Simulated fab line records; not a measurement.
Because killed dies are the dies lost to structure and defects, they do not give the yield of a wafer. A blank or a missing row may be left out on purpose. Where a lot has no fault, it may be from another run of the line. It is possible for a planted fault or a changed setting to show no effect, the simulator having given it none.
Struck lot and sound lot, side by side | flow sky130 | 43 steps out of a route of 708
Sound: these wafers, L184.2, L184.4, L184.6. Struck: wafers L193.1, L193.6 (left out: L193.3, a lot-mate that was not struck); the cause follows at the end.
Each step with rows lists, per side, the tool, then ch with its chambers, then its first start. Under that, the readings that differ: sound wafers | struck wafers | difference of the means | sigmas: that difference in standard deviations of wafers without a fault.
alike: a reading whose means differ by less than 2 such deviations, as well as words and numbers matching on both sides. not compared: withheld readings; readings where some wafer has no value; bounds like >300 that might hide an equal value; numbers whose values overlap and for which the record gives no deviation.
A row with sigmas, a row that says differs or no value, or rows on one side alone: a step with any of these is where the two part. When numbers do not overlap yet have no deviation, they are printed without sigmas and do not part them. Lack of a reading on every wafer of one side parts them only where that side has two or more wafers.

first, 3 steps without rows for these wafers: SKY_SONOS_ONO_WET_ETCH_18 (etches Si3N4 in H3PO4, target depth 15 nm, time 172 s); SKY_GATE_OXIDE_CLEAN_00 (cleans in SC1/SC2, time 150 s); SKY_GATE_OXIDE_OXIDATION_01 (stabilise 600 s, purge 300 s, target thk 10.268 nm).
SKY_GATE_OXIDE_THK_MEAS_02:
  sound on film-metro-04, day 15 09:18; struck on film-metro-04, day 18 16:47
  alike: GATE_OXIDE_OXIDATION_00_THK
then, 7 steps without rows for these wafers: SKY_GATE_OXIDE_DEHYDRATE_03 (time 60 s); SKY_GATE_OXIDE_HMDS_04 (prime time 60 s); SKY_GATE_OXIDE_COAT_05 (resist thk 1140 nm); SKY_GATE_OXIDE_SOFTBAKE_06 (time 60 s); SKY_GATE_OXIDE_EXPOSE_07 (exposes mask LVOM, target cd 600 nm); SKY_GATE_OXIDE_PEB_08; SKY_GATE_OXIDE_DEVELOP_09 (develop time 60 s).
SKY_GATE_OXIDE_OVL_MEAS_10:
  sound on overlay-01, day 16 13:05; struck on overlay-01, day 19 22:43
  alike: GATE_OXIDE_OVL
SKY_GATE_OXIDE_IMPLANT_11:
  sound on implanter-04 ch 0, day 16 13:08; struck on implanter-04 ch 0, day 19 22:45
then, 1 step without rows for these wafers: SKY_GATE_OXIDE_WET_ETCH_12 (etches SiO2 in dHF, target depth 16.8 nm, time 336 s).
SKY_GATE_OXIDE_STRIP_13: strips in O2/N2.
  sound on plasma-asher-02 ch 0,1, day 16 13:22; struck on plasma-asher-02 ch 1, day 19 23:00
  alike: drypump-motor-current-A, oes-product-au, strip-time-to-endpoint-s
  not compared: rf-hours-counter-h
SKY_GATE_OXIDE_TW_MEAS_14:
  sound on film-metro-04, day 16 13:28; struck on film-metro-04, day 19 23:06
  alike: GATE_OXIDE_TW
then, 3 steps without rows for these wafers: SKY_GATE_OXIDE_CLEAN_15 (cleans in SC1/SC2, time 150 s); SKY_GATE_OXIDE_OXIDATION_16 (stabilise 600 s, purge 300 s, target thk 3.57 nm); SKY_POLY_GATE_CVD_00 (deposits poly-Si, target thk 180 nm, time 720 s).
SKY_POLY_GATE_THK_MEAS_01:
  sound on film-metro-02, day 16 17:25; struck on film-metro-01, day 20 02:56
  alike: POLY_GATE_CVD_00_THK
then, 8 steps without rows for these wafers: SKY_RES_PROTECT_DEHYDRATE_00 (time 60 s); SKY_RES_PROTECT_HMDS_01 (prime time 60 s); SKY_RES_PROTECT_COAT_02 (resist thk 1140 nm); SKY_RES_PROTECT_SOFTBAKE_03 (time 60 s); SKY_RES_PROTECT_EXPOSE_04 (exposes mask RPM, target cd 1270 nm); SKY_RES_PROTECT_PEB_05; SKY_RES_PROTECT_DEVELOP_06 (develop time 60 s); SKY_POLY_GATE_IMPLANT_02.
SKY_RES_PROTECT_STRIP_07: strips in O2/N2.
  sound on plasma-asher-01 ch 0, day 17 22:54; struck on plasma-asher-01 ch 1, day 21 09:48
  alike: drypump-motor-current-A, oes-product-au, strip-time-to-endpoint-s
  not compared: rf-hours-counter-h
SKY_RES_PROTECT_TW_MEAS_08:
  sound on film-metro-04, day 17 23:01; struck on film-metro-01, day 21 09:54
  reading      | sound          | struck    | difference | sigmas
  POLY_GATE_TW | 4014 4030 4037 | 3981 3956 | -58        | -2
then, 2 steps without rows for these wafers: SKY_RES_PROTECT_CLEAN_09 (cleans in SC1/SC2, time 150 s); SKY_POLY_GATE_CVD_03 (deposits Si3N4 from DCS/NH3, target thk 75 nm, time 1290 s).
SKY_POLY_GATE_THK_MEAS_04:
  sound on film-metro-01, day 18 00:29; struck on film-metro-03, day 21 11:22
  alike: POLY_GATE_CVD_03_THK
then, 8 steps without rows for these wafers: SKY_POLY_GATE_DEHYDRATE_05 (time 60 s); SKY_POLY_GATE_HMDS_06 (prime time 60 s); SKY_POLY_GATE_COAT_07 (resist thk 110 nm); SKY_POLY_GATE_COAT_08 (resist thk 450 nm); SKY_POLY_GATE_SOFTBAKE_09 (time 90 s); SKY_POLY_GATE_EXPOSE_10 (exposes mask P1M, target cd 150 nm); SKY_POLY_GATE_PEB_11; SKY_POLY_GATE_DEVELOP_12 (develop time 60 s).
SKY_POLY_GATE_CD_MEAS_13: the cd target is 150 nm.
  sound on cd-sem-02, day 19 06:01; struck on cd-sem-01, day 22 18:10
  alike: cd-nm
-- record jumps: 27 days separate the struck wafers' starts on either side; left off in module POLY_GATE, taken up again in module PAD_OPEN, whose first shown step is the route's number 708 --
SKY_PAD_OPEN_PROBE_99:
  sound on prober-02, day 47 20:28; struck on prober-01, day 49 20:55
  reading                                 | sound                      | struck          | difference | sigmas
  model.etest.tip-p.rs-ohm-sq-range       | 216.7 156.3 213.6          | 313.2 301       | +111.6     |
  model.etest.nfet_01v8.drive-ua-um-range | 9.276 13.73 3.954          | 24.6 19.85      | +13.2      |
  model.etest.pfet_01v8.drive-ua-um-range | 6.169 8.71 7.856           | 17.9 21.6       | +12.2      |
  model.etest.pfet_01v8_lvt.vt-v-range    | 0.02477 0.02513 0.03025    | 0.1912 0.1829   | +0.1603    |
  model.etest.pfet_01v8.vt-v-range        | 0.01802 0.02327 0.01701    | 0.07475 0.07584 | +0.05586   |
  model.etest.nfet_01v8.vt-v-range        | 0.007957 0.005762 0.008978 | 0.02079 0.02356 | +0.01461   |
  alike: killed_at_M0_to_M3, killed_at_M4_up, killed-at-contacts, killed-at-front-end, killed-at-other, killed-dies, killed-on-rim, killed-open, killed-short

WHERE THEY PART
Only at SKY_RES_PROTECT_TW_MEAS_08, as far as this record shows. Later steps at which nothing parts them and some readings are alike: SKY_POLY_GATE_THK_MEAS_04, SKY_POLY_GATE_CD_MEAS_13, SKY_PAD_OPEN_PROBE_99.

WHY: what had been put in by the simulator
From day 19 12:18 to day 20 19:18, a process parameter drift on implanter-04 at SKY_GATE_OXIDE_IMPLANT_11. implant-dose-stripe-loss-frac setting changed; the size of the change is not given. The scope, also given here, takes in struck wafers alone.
